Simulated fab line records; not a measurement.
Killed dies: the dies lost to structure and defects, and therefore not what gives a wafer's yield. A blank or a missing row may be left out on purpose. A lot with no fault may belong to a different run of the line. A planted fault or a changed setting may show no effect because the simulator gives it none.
Struck lot and sound lot, side by side | flow sky130 | 16 out of 708 route steps
Sound: wafers L229.4, L229.5, L229.6. Struck: wafer L234.3; the same lot's L234.5 was not struck, so it is left out; see the end for the cause.
Order at every step that has rows: each side's tool, ch and its chambers, its first start. Under that, the readings that differ: sound wafers | struck wafers | difference of the means | sigmas: that difference in standard deviations of wafers without a fault.
alike: readings with means less than 2 such deviations apart, plus words and numbers identical on both sides. not compared: withheld readings, readings lacking a value on some wafer, bounds such as >300 that could conceal the same value, and numbers that have no deviation in the record and whose values overlap.
Wherever a step has rows on one side only, a row that says differs or no value, or a row with sigmas, the two part there. Numbers that have no deviation but don't overlap get no sigmas and don't part them. Lack of a reading on every wafer of one side parts them only where that side has two or more wafers.

SKY_METAL2_THK_MEAS_06: measures by xrf.
  sound on filmMetro-01 at day 34 11:29; struck on filmMetro-04 at day 35 18:53
  alike: METAL2_ALCU_THK
then, 8 steps without rows for these wafers: SKY_METAL2_DEHYDRATE_07 (time 60 s); SKY_METAL2_HMDS_08 (prime time 60 s); SKY_METAL2_COAT_09 (resist thk 60 nm); SKY_METAL2_COAT_10 (resist thk 450 nm); SKY_METAL2_SOFTBAKE_11 (time 90 s); SKY_METAL2_EXPOSE_12 (exposes mask MM2, target cd 140 nm); SKY_METAL2_PEB_13; SKY_METAL2_DEVELOP_14 (develop time 60 s).
SKY_METAL2_CD_MEAS_15 targets a cd of 140 nm.
  sound on cdSem-01 at day 35 13:47; struck on cdSem-01 at day 36 21:04
  alike: cdNm
SKY_METAL2_OVL_MEAS_16:
  sound on overlay-02 at day 35 13:51; struck on overlay-02 at day 36 21:09
  alike: METAL2_OVL
SKY_METAL2_DESCUM_17: chemistry O2, time 8 s.
  sound on rieMetal-03 ch 0,1, day 35 13:53; struck on rieMetal-03 ch 0, day 36 21:11
  alike: chamberPressureMTorr, drypumpMotorCurrentA, oesProductAu, rfFwdPowerW, tempC
  not compared: rfHoursCounterH
SKY_METAL2_ETCH_18: etches BARC in N2/H2, stops on SiO2, time 45.9 s, target depth 60 nm.
  sound on rieMetal-03 ch 0,1, day 35 13:55; struck on rieMetal-03 ch 0, day 36 21:13
reading                                      | sound             | struck | difference | sigmas
model.KrF-thick_of_METAL2_COAT_10.thkNm (nm) | 394.8 393.9 394.8 | 378.8  | -15.7      | 
  alike: biasW, chamberPressureMTorr, drypumpMotorCurrentA, oesProductAu, rfFwdPowerW, throttleValvePct
  not compared: rfHoursCounterH, model.METAL2.cdNm
SKY_METAL2_METAL_ETCH_19: etches the open film in Cl2/BCl3, stops on SiO2, target depth 360 nm, time 78 s.
  sound on rieMetal-03 ch 0,1, day 35 14:00; struck on rieMetal-03 ch 0, day 36 21:18
reading                                      | sound                | struck | difference | sigmas
chamberPressureMTorr (mTorr)                 | 10.008 10.023 10.023 | 9.993  | -0.025     | -3
model.KrF-thick_of_METAL2_COAT_10.thkNm (nm) | 169.2 159.3 169.5    | 144.9  | -21.1      | 
  alike: biasW, drypumpMotorCurrentA, mfcCl2Sccm, oesProductAu, rfFwdPowerW, throttleValvePct
  not compared: rfHoursCounterH
SKY_METAL2_STRIP_20: strips in O2/N2.
  sound on plasmaAsher-04 ch 0,1, day 35 14:05; struck on plasmaAsher-01 ch 1, day 36 21:23
reading                  | sound          | struck | difference | sigmas
stripTimeToEndpointS (s) | 2.82 2.69 2.82 | 2.55   | -0.23      | -5
  alike: chamberPressureMTorr, drypumpMotorCurrentA, oesProductAu
  not compared: rfHoursCounterH
-- the record jumps here: 10 days lie between the struck wafers' starts before and after (it left off in module METAL2 and takes up again in module PAD_OPEN, whose first step shown is number 708 of the route) --
SKY_PAD_OPEN_PROBE_99:
  sound on prober-01 at day 46 04:41; struck on prober-01 at day 47 02:40
  alike: defectLimitedYield, killed_at_M0_to_M3, killed_at_M4_up, killedAtContacts, killedAtFrontEnd, killedAtOther, killedDies, killedOpen, killedShort, sort_bin_3_pad_short, sort_bin_5_function, sort_bin_6_memory, sortNPass, sortYieldPct

WHERE THEY PART
First at SKY_METAL2_METAL_ETCH_19; last, within this record, at SKY_METAL2_STRIP_20. Later steps at which nothing parts them and some readings are alike: SKY_PAD_OPEN_PROBE_99.

WHY: whatever the simulator had introduced
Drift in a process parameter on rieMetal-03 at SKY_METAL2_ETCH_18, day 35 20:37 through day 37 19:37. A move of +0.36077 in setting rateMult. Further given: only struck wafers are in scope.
